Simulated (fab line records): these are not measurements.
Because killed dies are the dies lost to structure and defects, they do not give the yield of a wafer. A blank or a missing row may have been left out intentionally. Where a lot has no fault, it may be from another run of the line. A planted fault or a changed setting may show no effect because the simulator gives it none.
A sampling plan put to the test ; flow sfq line ; each of the 20 faults these records tell of, on one fab line, judged from the records of the lots it struck
The plan is the line's own looks: the steps of the route at which a gauge or an inspection reads the wafer and doesn't change it. Where struck wafers have a number at a look and the file lists that look's usual mean and standard deviation on fault-free wafers, the look can be judged. Caught: 4 or more of those standard deviations (sigma) separate the usual mean from the mean of the struck wafers at a look after the fault's first step. On the tool: the same test on the tool's own readings at the fault's steps. A different recipe on the struck wafers counts as caught too, as does a record blank only for those wafers.

== THE FAULTS, as the simulator had put them in ==
1. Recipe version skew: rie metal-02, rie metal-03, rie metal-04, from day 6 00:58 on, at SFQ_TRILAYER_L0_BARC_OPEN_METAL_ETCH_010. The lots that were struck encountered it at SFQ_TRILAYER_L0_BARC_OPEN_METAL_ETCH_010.
2. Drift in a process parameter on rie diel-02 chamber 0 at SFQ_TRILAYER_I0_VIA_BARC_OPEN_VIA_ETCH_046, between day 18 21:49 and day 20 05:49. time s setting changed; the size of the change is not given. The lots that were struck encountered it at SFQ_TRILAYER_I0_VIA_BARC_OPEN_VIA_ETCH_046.
3. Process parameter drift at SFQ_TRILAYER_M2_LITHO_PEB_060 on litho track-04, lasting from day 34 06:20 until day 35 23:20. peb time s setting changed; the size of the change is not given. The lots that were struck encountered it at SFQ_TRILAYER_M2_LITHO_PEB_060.
4. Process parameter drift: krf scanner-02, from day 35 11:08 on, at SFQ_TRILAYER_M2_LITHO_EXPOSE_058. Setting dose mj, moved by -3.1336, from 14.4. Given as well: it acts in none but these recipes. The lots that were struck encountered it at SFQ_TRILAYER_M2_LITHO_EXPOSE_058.
5. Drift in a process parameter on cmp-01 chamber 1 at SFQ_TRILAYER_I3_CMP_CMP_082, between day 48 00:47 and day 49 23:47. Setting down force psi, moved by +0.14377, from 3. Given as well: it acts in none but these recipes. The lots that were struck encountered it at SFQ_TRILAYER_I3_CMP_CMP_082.
6. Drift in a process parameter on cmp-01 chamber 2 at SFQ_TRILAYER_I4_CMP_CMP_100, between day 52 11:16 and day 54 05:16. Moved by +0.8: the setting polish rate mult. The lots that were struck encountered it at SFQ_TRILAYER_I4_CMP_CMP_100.
7. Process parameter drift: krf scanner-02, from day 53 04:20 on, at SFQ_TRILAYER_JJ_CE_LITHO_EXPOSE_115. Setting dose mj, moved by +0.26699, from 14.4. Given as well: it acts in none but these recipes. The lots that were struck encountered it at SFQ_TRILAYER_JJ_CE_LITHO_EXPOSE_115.
8. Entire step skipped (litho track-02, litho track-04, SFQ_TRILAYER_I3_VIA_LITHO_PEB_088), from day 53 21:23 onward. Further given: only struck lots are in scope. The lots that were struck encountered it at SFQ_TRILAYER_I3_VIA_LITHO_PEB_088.
9. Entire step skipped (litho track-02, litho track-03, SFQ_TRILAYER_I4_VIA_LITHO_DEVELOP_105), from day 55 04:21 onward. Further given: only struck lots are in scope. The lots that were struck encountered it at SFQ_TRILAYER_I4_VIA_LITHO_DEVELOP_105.
10. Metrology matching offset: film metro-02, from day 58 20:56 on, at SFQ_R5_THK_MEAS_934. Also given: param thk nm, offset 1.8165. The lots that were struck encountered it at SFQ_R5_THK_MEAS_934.
11. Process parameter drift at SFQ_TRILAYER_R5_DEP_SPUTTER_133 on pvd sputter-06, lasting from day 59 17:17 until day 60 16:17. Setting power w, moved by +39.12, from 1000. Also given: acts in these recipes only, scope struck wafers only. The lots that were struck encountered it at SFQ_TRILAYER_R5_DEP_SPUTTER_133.
12. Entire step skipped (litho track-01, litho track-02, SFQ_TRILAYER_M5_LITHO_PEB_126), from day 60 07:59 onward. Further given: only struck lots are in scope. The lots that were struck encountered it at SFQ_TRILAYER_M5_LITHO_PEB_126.
13. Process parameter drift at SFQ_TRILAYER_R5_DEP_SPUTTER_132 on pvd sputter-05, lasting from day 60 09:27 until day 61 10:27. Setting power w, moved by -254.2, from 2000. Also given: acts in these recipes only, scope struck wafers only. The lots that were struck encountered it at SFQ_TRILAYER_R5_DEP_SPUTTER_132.
14. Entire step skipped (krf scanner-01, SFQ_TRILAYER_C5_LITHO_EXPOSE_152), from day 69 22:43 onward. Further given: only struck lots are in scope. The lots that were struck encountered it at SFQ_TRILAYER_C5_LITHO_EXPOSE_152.
15. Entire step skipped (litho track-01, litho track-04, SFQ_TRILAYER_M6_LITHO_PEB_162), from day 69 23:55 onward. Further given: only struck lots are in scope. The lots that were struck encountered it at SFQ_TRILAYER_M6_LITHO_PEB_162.
16. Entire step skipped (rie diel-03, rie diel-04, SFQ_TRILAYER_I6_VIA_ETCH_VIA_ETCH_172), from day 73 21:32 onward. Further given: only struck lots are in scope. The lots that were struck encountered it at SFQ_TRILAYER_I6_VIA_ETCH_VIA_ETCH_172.
17. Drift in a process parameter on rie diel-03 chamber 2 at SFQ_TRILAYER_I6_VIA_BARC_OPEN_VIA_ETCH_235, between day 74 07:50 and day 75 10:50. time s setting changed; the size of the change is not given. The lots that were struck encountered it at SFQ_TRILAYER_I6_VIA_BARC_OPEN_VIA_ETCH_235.
18. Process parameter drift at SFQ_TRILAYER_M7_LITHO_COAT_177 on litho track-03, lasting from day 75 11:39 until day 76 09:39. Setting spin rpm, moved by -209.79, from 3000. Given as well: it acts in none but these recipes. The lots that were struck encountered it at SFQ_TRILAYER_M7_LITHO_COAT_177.
19. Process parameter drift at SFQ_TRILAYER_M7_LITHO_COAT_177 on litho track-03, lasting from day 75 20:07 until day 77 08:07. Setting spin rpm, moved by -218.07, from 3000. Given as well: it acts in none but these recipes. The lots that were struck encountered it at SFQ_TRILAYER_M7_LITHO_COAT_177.
20. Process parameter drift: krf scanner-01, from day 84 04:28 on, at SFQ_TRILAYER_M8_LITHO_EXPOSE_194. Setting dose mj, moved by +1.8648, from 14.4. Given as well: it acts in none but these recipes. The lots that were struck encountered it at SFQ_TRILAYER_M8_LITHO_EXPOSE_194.

== WHAT THE PLAN SAW ==
fault;on the tool itself;first look that catches it;reading, sigma;median hours from its first step to that look;hours from the fault's start to the first struck lot there;judged looks passed uncaught
1;oes product au +27 sigma;not the one look that can be judged after it;-;-;-;1
2;oes product au +4.7 sigma;no look after it can be judged;-;-;-;0
3;heater power total W +88 sigma;no look after it can be judged;-;-;-;0
4;exposure dose mJ cm2 -99 or beyond sigma;no look after it can be judged;-;-;-;0
5;head pressure psi +22 sigma;no look after it can be judged;-;-;-;0
6;time to endpoint s -11 sigma;no look after it can be judged;-;-;-;0
7;exposure dose mJ cm2 +19 sigma;no look after it can be judged;-;-;-;0
8;the tool's record is blank for the struck wafers;no look after it can be judged;-;-;-;0
9;the tool's record is blank for the struck wafers;not the one look that can be judged after it;-;-;-;1
10;only faintly: R5_MONX_THK +2.9 sigma;no look after it can be judged;-;-;-;0
11;cathode dc power W +99 or beyond sigma;no look after it can be judged;-;-;-;0
12;the tool's record is blank for the struck wafers;no look after it can be judged;-;-;-;0
13;cathode dc power W -99 or beyond sigma;no look after it can be judged;-;-;-;0
14;no reading that can be judged;no look after it can be judged;-;-;-;0
15;the tool's record is blank for the struck wafers;no look after it can be judged;-;-;-;0
16;the tool's record is blank for the struck wafers;no look after it can be judged;-;-;-;0
17;oes product au +24 sigma;no look after it can be judged;-;-;-;0
18;spin speed rpm -99 or beyond sigma;no look after it can be judged;-;-;-;0
19;spin speed rpm -99 or beyond sigma;no look after it can be judged;-;-;-;0
20;exposure dose mJ cm2 +99 or beyond sigma;no look after it can be judged;-;-;-;0
A dash: this means the fault isn't caught or the number doesn't appear in these records.

Caught at a look: 0 of 20. Caught on the tool: 18 of 20. By one or the other: 18 of 20.
Caught on the tool alone: faults 1, 2, 3, 4, 5, 6, 7, 8, 9, 11, 12, 13, 15, 16, 17, 18, 19, 20.
Caught by neither: faults 10, 14.
